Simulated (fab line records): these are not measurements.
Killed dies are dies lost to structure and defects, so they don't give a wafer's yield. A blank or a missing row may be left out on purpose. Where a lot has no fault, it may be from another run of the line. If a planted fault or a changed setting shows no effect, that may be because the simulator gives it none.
Which tool is to blame? ; flow sky130 ; route of 708 steps, sampled at 1 step: 12 lots, 36 wafers

WHAT THE GAUGES SHOWED, per wafer
SKY_GATE_OXIDE_THK_MEAS_02.
lot;measured;on;GATE_OXIDE_OXIDATION_00_THK (nm)
L075;day 13 02:01;film_metro-02;10.40 10.55 10.47
L077;day 13 19:10;film_metro-03;10.23 10.06 10.11
L079;day 14 09:44;film_metro-01;10.15 9.95 10.05
L081;day 15 04:02;film_metro-02;10.41 10.28 10.36
L083;day 16 09:32;film_metro-02;10.06 9.91 10.05
L084;day 16 14:44;film_metro-01;9.84 9.76 9.94
L087;day 17 07:34;film_metro-01;10.21 10.39 10.43
L089;day 18 08:10;film_metro-03;10.12 10.55 10.24
L091;day 18 22:52;film_metro-02;10.45 10.51 10.08
L093;day 19 04:49;film_metro-03;10.24 10.31 10.19
L095;day 19 17:55;film_metro-01;10.42 10.09 10.33
L097;day 20 18:24;film_metro-03;10.43 10.36 10.29

EACH LOT AND THE TOOL THAT RAN IT (in order: tool; ch and the chambers of the sampled wafers; start)
The record shows no process step preceding these readings.

THE ANSWER, worked out from the rows above alone
Rule: the lots themselves supply what counts as usual. Put in order of their means at a reading, lots are off if they are a third of the lots or fewer, leave a main group of 4 or more, and stand apart from it by a gap of 3 or more times the standard deviation of the main group's means; of several such gaps the widest counts. If all means in a main group match to the digits the tables above print for the reading, that group is not used. Also off: a lot with no number at a reading for which 4 or more lots have one. Any other lot the step has rows for is counted as sound.
Nothing can be told from this: no lot is off at any reading shown.

WHAT WAS PUT IN BY THE SIMULATOR
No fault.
